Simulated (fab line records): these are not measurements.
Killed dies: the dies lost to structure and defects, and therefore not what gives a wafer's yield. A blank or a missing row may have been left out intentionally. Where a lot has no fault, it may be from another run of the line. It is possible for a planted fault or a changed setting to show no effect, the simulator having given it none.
fab line records | flow sky130 | part 2 of 2: steps 24 to 33 of 33
record: lots: 5 | wafers: 15 | last_day: 49
route steps=708 shown METAL1@453 VIA1@458 METAL2@483
lots that met no fault: taken from a fault-free run of the same line
start_h: hours from the record's first day to the start of the lot's first wafer shown | wait_h: hours from the lot's prior step to this one | " repeats the value in the row above | L1.1+2: one row covering several wafers at once | - no value, or no start was given | * or withheld: withheld | < > ~ a bound
route shown NAME@n: a module of which the file shows steps, and the number in the route of the first | usual: mean and standard deviation over wafers with no fault | same: alike in all rows | chamber/n: place in a boat | sites: readings site by site | _std_site: the standard deviation of these | _edge_site: the outer-site mean with the inner-site mean subtracted | radius_mm: for every site, how far away it sits from the centre of the wafer | mask NAME#n: copy n | behind: tool/chamber where the wafer was last shaped | hold: what put the lot on hold/how long, in hours/how the hold closed | device: names the non-switching transistor (n, p or np) | end of line: at the end of the route, the tests of the same wafers | a step without rows: its recipe alone | killed: count of dies lost to structure and defects at first sort (not the wafer's yield) | map: the dies of a wafer, with x for killed, . for not killed, _ for no die there
set.NAME: the setting the step ran with; set.NAME@STEP: the setting that earlier step ran with | model.NAME: the simulator's own value behind a step, which no gauge read
a table for each step, a row for each wafer; lots at some steps of the route
services: the hour from which a tool's chamber was out of use, counted from the record's first day as start_h (under 0 if before that day), plus the number of hours and why
== steps ==
step: SKY_VIA1_CLEAN_18
recipe: chemistry: IPA | time_s: 180 | temp_c: 25
usual: temp_c: 24.98/0.092
same: time_s: 180
lot.wafer | tool         | chamber | start_h | wait_h | temp_c
L075.1    | wet_bench-02 | 2       | 783.83  | 0.0    | 25.14
L075.2    | "            | 2       | "       | "      | 24.98
L075.4    | "            | 2       | "       | "      | 25.05
L076.2    | wet_bench-01 | 1       | 803.28  | 0.0    | 24.88
L076.5    | "            | 1       | "       | "      | 24.68
L076.6    | "            | 1       | "       | "      | 24.95
L085.1    | wet_bench-03 | 0       | 880.94  | 0.0    | 25.08
L085.2    | "            | 0       | "       | "      | 25.13
L085.5    | "            | 0       | "       | "      | 24.93
L092.1    | wet_bench-01 | 2       | 921.64  | 0.0    | 25.22
L092.2    | "            | 2       | "       | "      | 24.96
L092.3    | "            | 2       | "       | "      | 25.04
L096.3    | wet_bench-01 | 1       | 945.73  | 0.0    | 25.30
L096.5    | "            | 1       | "       | "      | 25.11
L096.6    | "            | 1       | "       | "      | 24.92
step: SKY_VIA1_CLEAN_19
recipe: chemistry: O3/DIW | dry: n2_spin
lot.wafer  | tool         | chamber | start_h | wait_h
L075.1+2+4 | wet_bench-03 | 3       | 783.89  | 0.0
L076.2+5+6 | wet_bench-03 | 0       | 803.34  | 0.0
L085.1+2+5 | wet_bench-02 | 3       | 881.00  | 0.0
L092.1+2+3 | wet_bench-03 | 0       | 921.71  | 0.0
L096.3+5+6 | wet_bench-02 | 3       | 945.79  | 0.0
step: SKY_VIA1_SPUTTER_20
recipe: material: TiN | target_thk_nm: 20 | chamber_pressure_pa: 5 | power_w: 4000 | time_s: 80
usual: throttle_valve_pct: 30.2/0.97
same: time_s: 80
lot.wafer | tool           | chamber | start_h | wait_h | throttle_valve_pct
L075.1    | pvd_sputter-02 | -       | 783.98  | 0.0    | 29.6
L075.2    | "              | -       | "       | "      | 31.4
L075.4    | "              | -       | "       | "      | 30.9
L076.2    | pvd_sputter-02 | -       | 803.43  | 0.0    | 31.0
L076.5    | "              | -       | "       | "      | 30.0
L076.6    | "              | -       | "       | "      | 31.2
L085.1    | pvd_sputter-02 | -       | 881.20  | 0.0    | 29.9
L085.2    | "              | -       | "       | "      | 31.1
L085.5    | "              | -       | "       | "      | 29.7
L092.1    | pvd_sputter-02 | -       | 921.81  | 0.0    | 29.9
L092.2    | "              | -       | "       | "      | 30.7
L092.3    | "              | -       | "       | "      | 31.3
L096.3    | pvd_sputter-02 | -       | 945.88  | 0.0    | 29.7
L096.5    | "              | -       | "       | "      | 31.4
L096.6    | "              | -       | "       | "      | 30.0
step: SKY_VIA1_CVD_21
recipe: material: W | target_thk_nm: 270 | time_s: 80.902 | temp_c: 400 | pressure_torr: 40
usual: heater_power_w: 911/90
same: time_s: 80.902
lot.wafer | tool     | chamber | start_h | wait_h | heater_power_w | since_wet_clean_h
L075.1    | cvd_w-02 | 0       | 784.04  | 0.0    | 849            | 880
L075.2    | "        | 1       | "       | "      | 1068           | 880
L075.4    | "        | 0       | "       | "      | 858            | -
L076.2    | cvd_w-01 | 0       | 803.49  | 0.0    | 939            | 400
L076.5    | "        | 0       | "       | "      | 932            | -
L076.6    | "        | 1       | "       | "      | 819            | -
L085.1    | cvd_w-02 | 1       | 881.26  | 0.0    | 1039           | 977
L085.2    | "        | 0       | "       | "      | 860            | 977
L085.5    | "        | 0       | "       | "      | 885            | -
L092.1    | cvd_w-01 | 0       | 921.87  | 0.0    | 952            | 518
L092.2    | "        | 1       | "       | "      | 798            | 518
L092.3    | "        | 0       | "       | "      | 960            | -
L096.3    | cvd_w-02 | 0       | 945.97  | 0.1    | 815            | -
L096.5    | "        | 1       | "       | "      | 1021           | -
L096.6    | "        | 0       | "       | "      | 803            | -
step: SKY_VIA1_RS_MEAS_22
recipe: thk_meas_gauge: four-point-probe | reads: W_of_VIA1_CVD_21+TiN_of_VIA1_SPUTTER_20
usual: VIA1_W_RS: 0.426/0.0044
lot.wafer | tool          | chamber | start_h | wait_h | VIA1_W_RS[ohm/sq]
L075.1    | film_metro-01 | -       | 784.13  | 0.1    | 0.428
L075.2    | "             | -       | "       | "      | 0.423
L075.4    | "             | -       | "       | "      | 0.424
L076.2    | film_metro-01 | -       | 803.60  | 0.1    | 0.422
L076.5    | "             | -       | "       | "      | 0.420
L076.6    | "             | -       | "       | "      | 0.422
L085.1    | film_metro-02 | -       | 881.36  | 0.1    | 0.430
L085.2    | "             | -       | "       | "      | 0.426
L085.5    | "             | -       | "       | "      | 0.436
L092.1    | film_metro-02 | -       | 921.96  | 0.1    | 0.428
L092.2    | "             | -       | "       | "      | 0.430
L092.3    | "             | -       | "       | "      | 0.426
L096.3    | film_metro-02 | -       | 946.07  | 0.1    | 0.433
L096.5    | "             | -       | "       | "      | 0.424
L096.6    | "             | -       | "       | "      | 0.432
step: SKY_VIA1_THK_MEAS_23
recipe: thk_meas_gauge: xrf | reads: W_of_VIA1_CVD_21
usual: VIA1_W_THK: 264/3.4
lot.wafer | tool          | chamber | start_h | wait_h | VIA1_W_THK[nm]
L075.1    | film_metro-01 | -       | 784.25  | 0.1    | 264
L075.2    | "             | -       | "       | "      | 268
L075.4    | "             | -       | "       | "      | 265
L076.2    | film_metro-01 | -       | 803.71  | 0.1    | 268
L076.5    | "             | -       | "       | "      | 268
L076.6    | "             | -       | "       | "      | 267
L085.1    | film_metro-02 | -       | 881.48  | 0.1    | 261
L085.2    | "             | -       | "       | "      | 262
L085.5    | "             | -       | "       | "      | 258
L092.1    | film_metro-02 | -       | 922.08  | 0.1    | 263
L092.2    | "             | -       | "       | "      | 261
L092.3    | "             | -       | "       | "      | 262
L096.3    | film_metro-02 | -       | 946.17  | 0.1    | 259
L096.5    | "             | -       | "       | "      | 267
L096.6    | "             | -       | "       | "      | 262
step: SKY_VIA1_CMP_24
recipe: stop_on: SiO2 | t_overpolish_s: 15 | down_force_psi: 3.5 | platen_rpm: 60 | target_thk_nm: 0 | pad_velocity_m_s: 0.94248
usual: motor_current_A: 11.2/0.92 | overpolish_run_s: 15.000/0.0091 | time_to_endpoint_s: 66/4.1
lot.wafer | tool   | chamber | start_h | wait_h | motor_current_A | overpolish_run_s | time_to_endpoint_s
L075.1    | cmp-01 | 1       | 784.31  | 0.1    | 12.1            | 15.012           | 65
L075.2    | "      | 3       | "       | "      | 10.0            | 14.997           | 66
L075.4    | "      | 0       | "       | "      | 10.4            | 15.010           | 67
L076.2    | cmp-01 | 1       | 803.91  | 0.2    | 11.6            | 15.001           | 69
L076.5    | "      | 2       | "       | "      | 12.1            | 14.987           | 62
L076.6    | "      | 3       | "       | "      | 9.8             | 14.991           | 63
L085.2    | cmp-01 | 3       | 881.54  | 0.0    | 10.1            | 15.001           | 69
L085.1    | "      | 1       | "       | "      | 12.5            | 15.013           | 69
L085.5    | "      | 3       | "       | "      | 9.4             | 15.009           | 69
L092.3    | cmp-01 | 3       | 922.14  | 0.0    | 9.6             | 14.991           | 64
L092.1    | "      | 1       | "       | "      | 11.8            | 15.002           | 65
L092.2    | "      | 2       | "       | "      | 11.5            | 15.001           | 63
L096.3    | cmp-01 | 3       | 946.31  | 0.1    | 9.6             | 15.000           | 63
L096.6    | "      | 1       | "       | "      | 12.0            | 15.002           | 67
L096.5    | "      | 2       | "       | "      | 11.6            | 15.019           | 62
step: SKY_METAL2_SPUTTER_00
recipe: material: Ti | target_thk_nm: 15 | power_w: 3000 | time_s: 10 | chamber_pressure_pa: 0.4
usual: throttle_valve_pct: 30.0/0.78
same: time_s: 10
lot.wafer | tool           | chamber | start_h | wait_h | throttle_valve_pct
L075.1    | pvd_sputter-04 | -       | 784.61  | 0.2    | 29.1
L075.2    | "              | -       | "       | "      | 30.0
L075.4    | "              | -       | "       | "      | 29.2
L076.2    | pvd_sputter-01 | -       | 804.06  | 0.1    | 30.1
L076.5    | "              | -       | "       | "      | 28.9
L076.6    | "              | -       | "       | "      | 29.8
L085.1    | pvd_sputter-04 | -       | 881.84  | 0.1    | 30.8
L085.2    | "              | -       | "       | "      | 29.1
L085.5    | "              | -       | "       | "      | 31.2
L092.1    | pvd_sputter-01 | -       | 922.44  | 0.1    | 30.2
L092.2    | "              | -       | "       | "      | 29.6
L092.3    | "              | -       | "       | "      | 29.0
L096.3    | pvd_sputter-01 | -       | 946.51  | 0.1    | 29.0
L096.5    | "              | -       | "       | "      | 30.3
L096.6    | "              | -       | "       | "      | 29.6
step: SKY_METAL2_SPUTTER_01
recipe: material: TiN | target_thk_nm: 20 | power_w: 6500 | time_s: 16.7 | chamber_pressure_pa: 0.4
usual: throttle_valve_pct: 30.0/0.78
same: time_s: 16.7
lot.wafer | tool           | chamber | start_h | wait_h | throttle_valve_pct
L075.1    | pvd_sputter-04 | -       | 784.64  | 0.0    | 29.0
L075.2    | "              | -       | "       | "      | 30.0
L075.4    | "              | -       | "       | "      | 29.3
L076.2    | pvd_sputter-01 | -       | 804.08  | 0.0    | 30.0
L076.5    | "              | -       | "       | "      | 28.7
L076.6    | "              | -       | "       | "      | 29.8
L085.1    | pvd_sputter-04 | -       | 881.86  | 0.0    | 31.2
L085.2    | "              | -       | "       | "      | 29.1
L085.5    | "              | -       | "       | "      | 30.9
L092.1    | pvd_sputter-01 | -       | 922.46  | 0.0    | 30.2
L092.2    | "              | -       | "       | "      | 29.5
L092.3    | "              | -       | "       | "      | 29.1
L096.3    | pvd_sputter-01 | -       | 946.54  | 0.0    | 28.9
L096.5    | "              | -       | "       | "      | 30.0
L096.6    | "              | -       | "       | "      | 29.9
step: SKY_METAL2_SPUTTER_02
recipe: material: AlCu | target_thk_nm: 250 | power_w: 10600 | time_s: 13.3 | chamber_pressure_pa: 0.4
usual: throttle_valve_pct: 30.0/0.78
same: time_s: 13.3
lot.wafer | tool           | chamber | start_h | wait_h | throttle_valve_pct
L075.1    | pvd_sputter-04 | -       | 784.66  | 0.0    | 29.1
L075.2    | "              | -       | "       | "      | 30.2
L075.4    | "              | -       | "       | "      | 29.3
L076.2    | pvd_sputter-01 | -       | 804.11  | 0.0    | 30.2
L076.5    | "              | -       | "       | "      | 28.7
L076.6    | "              | -       | "       | "      | 30.3
L085.1    | pvd_sputter-04 | -       | 881.88  | 0.0    | 31.0
L085.2    | "              | -       | "       | "      | 29.1
L085.5    | "              | -       | "       | "      | 30.8
L092.1    | pvd_sputter-01 | -       | 922.49  | 0.0    | 30.0
L092.2    | "              | -       | "       | "      | 29.6
L092.3    | "              | -       | "       | "      | 28.8
L096.3    | pvd_sputter-01 | -       | 946.56  | 0.0    | 29.2
L096.5    | "              | -       | "       | "      | 30.1
L096.6    | "              | -       | "       | "      | 29.5
== services ==
tool            | chamber | start_h | hours | kind
plasma_asher-04 | -       | 733.75  | 9.0   | pm
cmp-01          | -       | 744.00  | 4.0   | pm
cmp-02          | -       | 749.87  | 1.7   | repair
plasma_asher-04 | -       | 758.09  | 2.7   | repair
hdpcvd-01       | -       | 759.14  | 14.6  | pm
rie_diel-02     | 1       | 795.12  | 15.3  | repair
hdpcvd-01       | -       | 798.77  | 6.0   | pm
rie_diel-02     | 0       | 799.21  | 5.2   | repair
cmp-01          | -       | 805.26  | 6.8   | pm
plasma_asher-03 | -       | 824.46  | 3.4   | repair
cmp-01          | -       | 828.17  | 2.6   | repair
wet_bench-03    | -       | 829.63  | 4.1   | repair
hdpcvd-01       | 0       | 839.46  | 5.2   | repair
plasma_asher-03 | -       | 846.38  | 1.5   | repair
pvd_sputter-02  | -       | 857.42  | 0.7   | repair
pvd_sputter-04  | -       | 869.55  | 6.5   | repair
pvd_sputter-01  | -       | 876.32  | 5.7   | repair
pvd_sputter-02  | -       | 913.96  | 2.0   | repair
plasma_asher-04 | -       | 916.56  | 0.7   | repair
rie_diel-02     | 3       | 916.88  | 13.5  | repair
plasma_asher-03 | -       | 922.27  | 4.3   | repair
pvd_sputter-04  | -       | 931.35  | 1.4   | repair
cmp-01          | -       | 933.05  | 8.1   | pm
plasma_asher-04 | -       | 936.03  | 3.9   | repair
